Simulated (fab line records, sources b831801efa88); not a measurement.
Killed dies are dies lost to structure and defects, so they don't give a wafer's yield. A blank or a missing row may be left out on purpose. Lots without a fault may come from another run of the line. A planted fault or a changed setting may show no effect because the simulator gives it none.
fab line records | flow sky130
record lots=6 wafers=18 last_day=50
route steps=708 shown LDD_N@240 PAD_OPEN@708
lots that met no fault: from a run of the same line without faults
start_h: hours from the record's first day to the start of the lot's first wafer shown | wait_h: hours since the lot's step before | " the same as in the row above | L1.1+2: a row that stands for several wafers | - no value, or no start given | * or withheld: withheld | < > ~ a bound
route shown NAME@n: a module of which the file shows steps, and the number in the route of the first | usual: mean/standard deviation of fault-free wafers | same: alike in all rows | chamber/n: place in a boat | sites: the reading at each site | _std_site: their standard deviation | _edge_site: outer sites' mean less inner sites' | radius_mm: how far each site lies from the wafer's centre | mask NAME#n: copy n | behind: the tool/chamber that last shaped the wafer | hold: why the lot was held/for how many hours/how that ended | device: the transistor (n, p or np) that didn't switch | end of line: the same wafers' tests at the end of the route | a step without rows: its recipe alone | killed: dies lost to structure and defects at the first sort, not the wafer's yield | map: a wafer's dies, x killed, . not, _ none there
set.NAME: the setting as run; set.NAME@STEP: as run at that earlier step | model.NAME: the simulator's own value behind a step, which no gauge read
lots at some steps of the route; a table a step, a row a wafer
services: from which hour (start_h, from the record's first day; less than 0 if before it) a tool's chamber was out of use, for how many hours, and why
## steps
# step SKY_LDD_N_SOFTBAKE_03
# recipe temp_c=90 time_s=60 resist=NOVOLAK
# step SKY_LDD_N_EXPOSE_04
# recipe mask_id=NTM target_cd_nm=840 na=0.6 source_shape=conventional sigma_outer=0.6 dose_mj=110
# step SKY_LDD_N_PEB_05
# recipe temp_c=withheld time_s=* resist=NOVOLAK
# step SKY_LDD_N_DEVELOP_06
# recipe develop_time_s=60 dev_temp_c=23
# step SKY_LDD_N_OVL_MEAS_07
# usual LDD_N_OVL=0.6/1.2
# columns lot.wafer tool chamber start_h wait_h LDD_N_OVL[nm]
L961.1 overlay-02 - 450.87 0.1 1.4
L961.3 " - " " 2.1
L961.5 " - " " -0.3
L965.1 overlay-01 - 472.32 0.1 -1.2
L965.4 " - " " -0.1
L965.6 " - " " -0.7
L968.3 overlay-02 - 506.68 0.1 0.4
L968.5 " - " " 1.2
L968.6 " - " " -0.6
L971.1 overlay-01 - 527.12 0.1 1.6
L971.5 " - " " 2.6
L971.6 " - " " 0.4
L975.1 overlay-02 - 553.92 0.1 -0.2
L975.3 " - " " -0.8
L975.6 " - " " -0.1
L979.3 overlay-01 - 593.97 0.1 -1.5
L979.4 " - " " -1.4
L979.6 " - " " -0.8
# step SKY_LDD_N_IMPLANT_08
# recipe species=As energy_kev=20 dose_cm2=7.5e+13 tilt_deg=withheld rotation_deg=23
# step SKY_LDD_N_IMPLANT_09
# recipe species=As energy_kev=20 dose_cm2=7.5e+13 tilt_deg=withheld rotation_deg=113
# step SKY_LDD_N_IMPLANT_10
# recipe species=As energy_kev=20 dose_cm2=7.5e+13 tilt_deg=withheld rotation_deg=203
# step SKY_LDD_N_IMPLANT_11
# recipe species=As energy_kev=20 dose_cm2=7.5e+13 tilt_deg=withheld rotation_deg=293
# step SKY_LDD_N_IMPLANT_12
# recipe species=BF2 energy_kev=50 dose_cm2=5e+12 tilt_deg=30 rotation_deg=0
# step SKY_LDD_N_IMPLANT_13
# recipe species=BF2 energy_kev=50 dose_cm2=5e+12 tilt_deg=30 rotation_deg=90
# step SKY_LDD_N_IMPLANT_14
# recipe species=BF2 energy_kev=50 dose_cm2=5e+12 tilt_deg=30 rotation_deg=180
# step SKY_LDD_N_IMPLANT_15
# recipe species=BF2 energy_kev=50 dose_cm2=5e+12 tilt_deg=30 rotation_deg=270
# usual beam_on_s=9.97/0.2 faraday_current_uA=28.3/0.56
# columns lot.wafer tool chamber start_h wait_h beam_on_s faraday_current_uA
L961.1 implanter-01 0 451.96 0.1 10.11 27.9
L961.3 " 0 " " 9.59 29.4
L961.5 " 0 " " 10.05 28.0
L965.1 implanter-03 0 473.41 0.1 14.30 19.7
L965.4 " 0 " " 14.65 19.3
L965.6 " 0 " " 13.86 20.4
L968.3 implanter-03 0 507.80 0.1 14.28 19.8
L968.5 " 0 " " 14.18 19.8
L968.6 " 0 " " 14.26 19.8
L971.1 implanter-01 0 528.21 0.1 9.92 28.5
L971.5 " 0 " " 10.14 27.9
L971.6 " 0 " " 10.16 27.9
L975.1 implanter-01 0 555.01 0.1 10.20 27.7
L975.3 " 0 " " 9.87 28.6
L975.6 " 0 " " 9.86 28.6
L979.3 implanter-03 0 595.09 0.1 10.24 27.5
L979.4 " 0 " " 10.02 28.1
L979.6 " 0 " " 9.73 28.9
# step SKY_LDD_N_STRIP_16
# recipe chemistry=O2/N2 power_w=1400 pressure_mtorr=1500 platen_temp_c=withheld o2_flow_sccm=3000 n2_flow_sccm=300 overash_fraction=0.5
# usual chamber_pressure_mTorr=1500.1/1.4 drypump_motor_current_A=5.6/0.4 oes_product_au=0.407/0.0046 strip_time_to_endpoint_s=4.318/0.016
# columns lot.wafer tool chamber start_h wait_h chamber_pressure_mTorr drypump_motor_current_A oes_product_au rf_hours_counter_h strip_time_to_endpoint_s
L961.1 plasma_asher-02 1 452.11 0.1 1498.3 4.9 0.412 32 4.346
L961.3 " 0 " " 1499.3 6.0 0.412 - 4.322
L961.5 " 0 " " 1497.3 6.0 0.397 - 4.330
L965.1 plasma_asher-03 1 473.56 0.1 1499.7 6.0 0.406 69 4.323
L965.4 " 0 " " 1497.9 5.5 0.406 - 4.322
L965.6 " 1 " " 1500.1 6.0 0.408 - 4.324
L968.3 plasma_asher-03 0 507.94 0.1 1497.9 5.5 0.407 - 4.317
L968.5 " 0 " " 1499.5 5.5 0.405 - 4.327
L968.6 " 1 " " 1500.1 5.9 0.412 - 4.332
L971.1 plasma_asher-04 1 528.36 0.1 1500.8 5.4 0.401 80 4.295
L971.5 " 1 " " 1498.6 5.3 0.406 - 4.301
L971.6 " 0 " " 1500.2 5.6 0.406 - 4.316
L975.1 plasma_asher-04 1 555.16 0.1 1499.1 5.4 0.405 82 4.320
L975.3 " 1 " " 1501.6 5.3 0.408 - 4.324
L975.6 " 0 " " 1500.3 5.6 0.404 - 4.340
L979.3 plasma_asher-02 1 595.23 0.1 1502.3 4.9 0.411 - 4.313
L979.4 " 0 " " 1502.4 6.0 0.407 - 4.289
L979.6 " 0 " " 1501.1 6.0 0.406 - 4.301
# step SKY_PAD_OPEN_PROBE_99
# usual killed_at_M0_to_M3=44/6.9 killed_at_M4_up=3.1/1.7 killed_at_contacts=25/5.6 killed_at_front_end=14/4.3 killed_at_other=0.3/0.51 killed_dies=86/9.8 killed_on_rim=17/3.8 killed_open=47/6.5 killed_short=39/6.6
# same gross_dies=492 killed_at_back_side=0
# columns lot.wafer tool chamber start_h wait_h killed_at_M0_to_M3 killed_at_M4_up killed_at_contacts killed_at_front_end killed_at_other killed_dies killed_on_rim killed_open killed_short model.etest.nfet_01v8_turned.vt_sat_v model.etest.nfet_01v8_turned.vt_v
L961.1 prober-02 - 1120.67 0.1 51 2 32 14 0 99 19 50 49 0.6626 0.7138
L961.3 prober-02 - 1120.77 0.2 41 4 19 16 0 80 11 48 32 0.672 0.7195
L961.5 prober-02 - 1120.87 0.2 47 6 18 13 0 84 15 46 38 0.6618 0.718
L965.1 prober-01 - 1131.44 0.1 37 5 21 16 0 79 16 45 34 0.6868 0.7143
L965.4 prober-01 - 1131.59 0.2 44 2 22 17 0 85 18 44 41 0.6764 0.7088
L965.6 prober-01 - 1131.69 0.2 56 3 21 19 0 99 13 50 49 0.6927 0.7208
L968.3 prober-02 - 1154.97 0.2 38 6 36 18 0 98 22 57 41 0.6761 0.7117
L968.5 prober-02 - 1155.07 0.2 50 2 20 16 1 89 20 45 44 0.6853 0.7158
L968.6 prober-02 - 1155.12 0.2 49 4 27 9 1 90 20 40 50 0.6646 0.7016
L971.1 prober-02 - 1166.47 0.1 50 2 30 14 1 97 21 51 46 0.6454 0.6967
L971.5 prober-02 - 1166.67 0.2 43 5 22 6 1 77 17 38 39 0.6502 0.7022
L971.6 prober-02 - 1166.72 0.2 44 3 28 10 1 86 16 52 34 0.6423 0.6932
L975.1 prober-01 - 1183.43 0.1 44 3 33 17 0 97 24 54 43 0.6521 0.7027
L975.3 prober-01 - 1183.53 0.2 49 4 21 17 0 91 17 49 42 0.6507 0.6996
L975.6 prober-01 - 1183.68 0.2 37 3 28 10 0 78 12 47 31 0.6389 0.6917
L979.3 prober-01 - 1205.95 0.2 41 4 26 13 0 84 15 45 39 0.653 0.6992
L979.4 prober-01 - 1206.00 0.2 39 4 20 19 0 82 16 43 39 0.6634 0.7079
L979.6 prober-01 - 1206.10 0.2 38 2 22 19 0 81 21 36 45 0.6554 0.7024
# killed by level:class
L961.1 VIA1:geometric_particle:open=11 LI_CONTACT:geometric_particle:open=11 METAL1:geometric_particle:short=8 VIA3:geometric_particle:open=8 CONTACT:geometric_particle:open=7 VIA1:geometric_particle:short=7 METAL2:geometric_particle:short=6 LOCAL_INTERCONNECT:geometric_particle:short=6
L961.3 CONTACT:geometric_particle:open=11 VIA1:geometric_particle:open=11 METAL2:geometric_particle:short=9 POLY_GATE:geometric_particle:short=6 LI_CONTACT:geometric_particle:open=6 VIA1:geometric_particle:short=5 SPACER:geometric_particle:open=5 METAL2:geometric_particle:open=5
L961.5 METAL1:geometric_particle:short=9 LI_CONTACT:geometric_particle:open=8 METAL1:geometric_particle:open=7 CONTACT:geometric_particle:open=6 VIA1:geometric_particle:open=6 POLY_GATE:geometric_particle:short=5 VIA1:geometric_particle:short=5 METAL2:geometric_particle:short=5
L965.1 CONTACT:geometric_particle:open=10 VIA1:geometric_particle:open=9 METAL2:geometric_particle:short=6 LI_CONTACT:geometric_particle:open=5 CONTACT:geometric_particle:short=5 FIELD_ISO:geometric_particle:open=4 VIA3:geometric_particle:open=4 METAL4:geometric_particle:short=4
L965.4 VIA1:geometric_particle:open=11 CONTACT:geometric_particle:short=8 CONTACT:geometric_particle:open=7 VIA1:geometric_particle:short=7 LI_CONTACT:geometric_particle:open=6 FIELD_ISO:geometric_particle:short=5 METAL2:geometric_particle:short=5 FIELD_ISO:geometric_particle:open=4
L965.6 VIA1:geometric_particle:open=11 METAL2:geometric_particle:short=8 CONTACT:geometric_particle:open=8 VIA2:geometric_particle:open=8 POLY_GATE:geometric_particle:short=6 VIA1:geometric_particle:short=6 METAL1:geometric_particle:short=5 VIA3:geometric_particle:open=5
L968.3 CONTACT:geometric_particle:open=12 VIA3:geometric_particle:open=11 LI_CONTACT:geometric_particle:open=9 VIA1:geometric_particle:open=9 FIELD_ISO:geometric_particle:open=6 CONTACT:geometric_particle:short=6 METAL1:geometric_particle:short=5 LI_CONTACT:geometric_particle:short=4
L968.5 VIA1:geometric_particle:open=8 POLY_GATE:geometric_particle:open=6 METAL2:geometric_particle:short=6 LOCAL_INTERCONNECT:geometric_particle:short=6 METAL1:geometric_particle:short=6 VIA3:geometric_particle:short=6 VIA2:geometric_particle:open=6 VIA3:geometric_particle:open=6
L968.6 CONTACT:geometric_particle:open=12 METAL1:geometric_particle:short=11 METAL2:geometric_particle:short=7 VIA1:geometric_particle:open=6 LI_CONTACT:geometric_particle:short=5 VIA2:geometric_particle:open=5 VIA1:geometric_particle:short=4 LOCAL_INTERCONNECT:geometric_particle:short=4
L971.1 LI_CONTACT:geometric_particle:open=10 VIA3:geometric_particle:open=10 VIA1:geometric_particle:open=8 CONTACT:geometric_particle:open=7 METAL2:geometric_particle:short=6 LOCAL_INTERCONNECT:geometric_particle:short=5 CONTACT:geometric_particle:short=5 METAL1:geometric_particle:short=5
L971.5 CONTACT:geometric_particle:open=8 VIA1:geometric_particle:open=7 VIA3:geometric_particle:short=7 CONTACT:geometric_particle:short=6 VIA1:geometric_particle:short=6 VIA3:geometric_particle:open=6 METAL1:geometric_particle:short=5 VIA2:geometric_particle:open=5
L971.6 CONTACT:geometric_particle:open=15 VIA1:geometric_particle:open=13 LI_CONTACT:geometric_particle:open=7 VIA2:geometric_particle:open=7 VIA2:geometric_particle:short=5 VIA1:geometric_particle:short=4 POLY_GATE:geometric_particle:short=3 CONTACT:geometric_particle:short=3
L975.1 CONTACT:geometric_particle:open=11 LI_CONTACT:geometric_particle:open=9 VIA3:geometric_particle:open=9 VIA2:geometric_particle:open=8 METAL2:geometric_particle:short=7 LOCAL_INTERCONNECT:geometric_particle:short=6 POLY_GATE:geometric_particle:open=5 VIA1:geometric_particle:open=5
L975.3 VIA1:geometric_particle:open=12 LI_CONTACT:geometric_particle:open=7 VIA1:geometric_particle:short=7 VIA2:geometric_particle:open=7 CONTACT:geometric_particle:open=6 VIA3:geometric_particle:open=6 POLY_GATE:geometric_particle:open=5 CONTACT:geometric_particle:short=5
L975.6 CONTACT:geometric_particle:open=10 LI_CONTACT:geometric_particle:open=9 METAL2:geometric_particle:short=9 VIA2:geometric_particle:open=6 VIA3:geometric_particle:open=6 FIELD_ISO:geometric_particle:open=5 VIA1:geometric_particle:open=4 FIELD_ISO:geometric_particle:short=3
L979.3 VIA2:geometric_particle:open=10 LI_CONTACT:geometric_particle:open=7 CONTACT:geometric_particle:short=7 VIA3:geometric_particle:open=7 VIA1:geometric_particle:open=6 LOCAL_INTERCONNECT:geometric_particle:short=6 CONTACT:geometric_particle:open=6 POLY_GATE:geometric_particle:short=5
L979.4 VIA1:geometric_particle:open=9 CONTACT:geometric_particle:open=8 LI_CONTACT:geometric_particle:open=6 POLY_GATE:geometric_particle:short=5 METAL2:geometric_particle:short=5 LOCAL_INTERCONNECT:geometric_particle:short=4 METAL1:geometric_particle:short=4 VIA1:geometric_particle:short=4
L979.6 METAL1:geometric_particle:short=9 VIA2:geometric_particle:open=8 POLY_GATE:geometric_particle:short=7 LI_CONTACT:geometric_particle:open=7 VIA1:geometric_particle:open=7 LOCAL_INTERCONNECT:geometric_particle:short=6 FIELD_ISO:geometric_particle:short=5 METAL3:geometric_particle:short=5
## services
# columns tool chamber start_h hours kind
plasma_asher-02 - 433.39 2.1 repair
plasma_asher-02 - 436.63 2.0 repair
implanter-01 - 464.00 5.0 repair
plasma_asher-04 - 485.10 2.8 pm
plasma_asher-03 - 524.78 6.5 repair
implanter-03 - 539.98 0.7 repair
implanter-01 - 557.15 2.9 repair
plasma_asher-02 - 557.36 2.8 pm
plasma_asher-04 - 563.32 2.1 repair
## key
first_sign step=SKY_LDD_N_IMPLANT_15 reading=beam_on_s direction=up sigmas=21 usual=9.97 struck=14.25
effect step=SKY_LDD_N_IMPLANT_15 reading=faraday_current_uA direction=down sigmas=15 usual=28.3 struck=19.8
model_effect step=SKY_PAD_OPEN_PROBE_99 value=etest.nfet_01v8_turned.vt_sat_v without=0.6514 struck=0.6803
met_at SKY_LDD_N_IMPLANT_15
struck_wafers L965.1,L965.4,L965.6,L968.3,L968.5,L968.6
tester_left_out L965,L968
fault kind=process_parameter_drift tool=implanter-03 chamber=- onset_h=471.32 steps=SKY_LDD_N_IMPLANT_15 channel=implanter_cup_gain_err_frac offset=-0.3 shape=step end_h=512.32
# tester_left_out: of these lots the tester's yield and bins aren't shown, on N5 and GAA mostly nor the transistor test; their killed dies are dies lost to structure and defects alone, not to doping, threshold or leakage, so they don't give the yield
